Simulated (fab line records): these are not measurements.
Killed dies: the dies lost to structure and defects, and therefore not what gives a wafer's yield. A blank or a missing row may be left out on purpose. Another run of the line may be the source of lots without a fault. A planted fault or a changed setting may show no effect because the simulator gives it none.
What tool caused it? :: flow sky130 :: Sampling: 13 lots, 39 wafers, 3 of 708 route steps

## WHAT THE GAUGES READ, wafer by wafer
SKY_VIA3_OVL_MEAS_13.
lot: L647
measured: day 39 18:21
on: overlay-02
VIA3_OVL (nm): 3 -3 -2

lot: L650
measured: day 40 12:54
on: overlay-01
VIA3_OVL (nm): 4 3 -3

lot: L652
measured: day 40 17:26
on: overlay-01
VIA3_OVL (nm): -3 7 -2

lot: L653
measured: day 41 00:54
on: overlay-01
VIA3_OVL (nm): -5 2 -5

lot: L654
measured: day 41 20:27
on: overlay-02
VIA3_OVL (nm): -4 -1 -7

lot: L658
measured: day 42 11:57
on: overlay-01
VIA3_OVL (nm): -2 0 -3

lot: L659
measured: day 42 18:38
on: overlay-01
VIA3_OVL (nm): -3 -2 -8

lot: L660
measured: day 43 05:20
on: overlay-02
VIA3_OVL (nm): 2 5 -3

lot: L662
measured: day 43 17:44
on: overlay-01
VIA3_OVL (nm): 7 2 4

lot: L663
measured: day 44 13:28
on: overlay-02
VIA3_OVL (nm): -1 -4 3

lot: L664
measured: day 44 14:15
on: overlay-02
VIA3_OVL (nm): -2 -3 -9

lot: L667
measured: day 44 22:26
on: overlay-01
VIA3_OVL (nm): -5 -7 -7

lot: L670
measured: day 46 04:22
on: overlay-02
VIA3_OVL (nm): 7 4 4

SKY_METAL4_CD_MEAS_13 targets a cd of 300 nm.
lot: L647
measured: day 41 21:25
on: cd sem-01
cd nm (nm): 299.2 299.3 299.5

lot: L650
measured: day 42 15:08
on: cd sem-02
cd nm (nm): 302.5 300.8 300.5

lot: L652
measured: day 42 19:10
on: cd sem-01
cd nm (nm): 300.9 300.6 300.6

lot: L653
measured: day 43 03:10
on: cd sem-01
cd nm (nm): 299.1 299.5 299.1

lot: L654
measured: day 43 21:17
on: cd sem-01
cd nm (nm): 301.7 301.8 301.3

lot: L658
measured: day 44 11:49
on: cd sem-02
cd nm (nm): 299.0 299.7 302.2

lot: L659
measured: day 44 18:46
on: cd sem-01
cd nm (nm): 302.2 302.6 302.9

lot: L660
measured: day 45 03:34
on: cd sem-02
cd nm (nm): 303.3 303.7 301.0

lot: L662
measured: day 45 15:32
on: cd sem-02
cd nm (nm): 298.4 297.9 299.0

lot: L663
measured: day 46 11:14
on: cd sem-02
cd nm (nm): 302.2 302.0 302.0

lot: L664
measured: day 46 10:47
on: cd sem-02
cd nm (nm): 300.4 300.3 300.5

lot: L667
measured: day 46 18:22
on: cd sem-01
cd nm (nm): 300.2 301.2 301.1

lot: L670
measured: day 47 22:24
on: cd sem-01
cd nm (nm): 299.7 298.4 299.6

## WHICH TOOL RAN EACH LOT (tool, then ch and the chambers of the sampled wafers, then the start)
lot: L647
SKY_VIA3_CVD_21: cvd w-01 ch 0,1, day 39 19:11

lot: L650
SKY_VIA3_CVD_21: cvd w-01 ch 1, day 40 13:41

lot: L652
SKY_VIA3_CVD_21: cvd w-01 ch 0,1, day 40 18:14

lot: L653
SKY_VIA3_CVD_21: cvd w-01 ch 0,1, day 41 01:41

lot: L654
SKY_VIA3_CVD_21: cvd w-01 ch 0,1, day 41 21:16

lot: L658
SKY_VIA3_CVD_21: cvd w-02 ch 0, day 42 12:44

lot: L659
SKY_VIA3_CVD_21: cvd w-02 ch 0,1, day 42 19:26

lot: L660
SKY_VIA3_CVD_21: cvd w-01 ch 0,1, day 43 06:07

lot: L662
SKY_VIA3_CVD_21: cvd w-01 ch 0,1, day 43 18:34

lot: L663
SKY_VIA3_CVD_21: cvd w-01 ch 0,1, day 44 14:17

lot: L664
SKY_VIA3_CVD_21: cvd w-02 ch 1, day 44 15:02

lot: L667
SKY_VIA3_CVD_21: cvd w-02 ch 1, day 44 23:13

lot: L670
SKY_VIA3_CVD_21: cvd w-01 ch 0,1, day 46 05:13
- SKY_VIA3_CVD_21: deposits W, target thk 390 nm, time 117.31 s.

## AS READ BY THE TOOLS THEMSELVES (means over the sampled wafers that have a number; for cases with no such wafer, the mark the record gives instead)
SKY_VIA3_CVD_21.
lot: L647
tool: cvd w-01
heater power w (W): 894

lot: L650
tool: cvd w-01
heater power w (W): 984

lot: L652
tool: cvd w-01
heater power w (W): 882

lot: L653
tool: cvd w-01
heater power w (W): 927

lot: L654
tool: cvd w-01
heater power w (W): 870

lot: L658
tool: cvd w-02
heater power w (W): 696

lot: L659
tool: cvd w-02
heater power w (W): 777

lot: L660
tool: cvd w-01
heater power w (W): 885

lot: L662
tool: cvd w-01
heater power w (W): 930

lot: L663
tool: cvd w-01
heater power w (W): 882

lot: L664
tool: cvd w-02
heater power w (W): 913

lot: L667
tool: cvd w-02
heater power w (W): 919

lot: L670
tool: cvd w-01
heater power w (W): 876

## THE ANSWER, worked out from the rows above alone
Rule: the lots themselves supply what counts as usual. The widest of any qualifying gaps counts: lots, ordered by their means at a reading, are off when they make up no more than a third of the lots, leave a main group of 4 or more, and stand apart from it by 3 or more times the standard deviation of that group's means. The tables above print the reading to a certain number of digits; a main group whose means all agree to those digits is not used. Also off: a lot with no number at a reading for which 4 or more lots have one. The other lots that the step has rows for count as sound. The gauges are gone through in route order, then the tools' own readings, and for those a lot's mean is taken as printed above. The first step at which some lot is off is used, and at that step the reading that is off furthest; a lot without a number counts as furthest.
No lot is off at any reading shown: from this, nothing can be told.

## WHAT THE SIMULATOR HAD PUT IN
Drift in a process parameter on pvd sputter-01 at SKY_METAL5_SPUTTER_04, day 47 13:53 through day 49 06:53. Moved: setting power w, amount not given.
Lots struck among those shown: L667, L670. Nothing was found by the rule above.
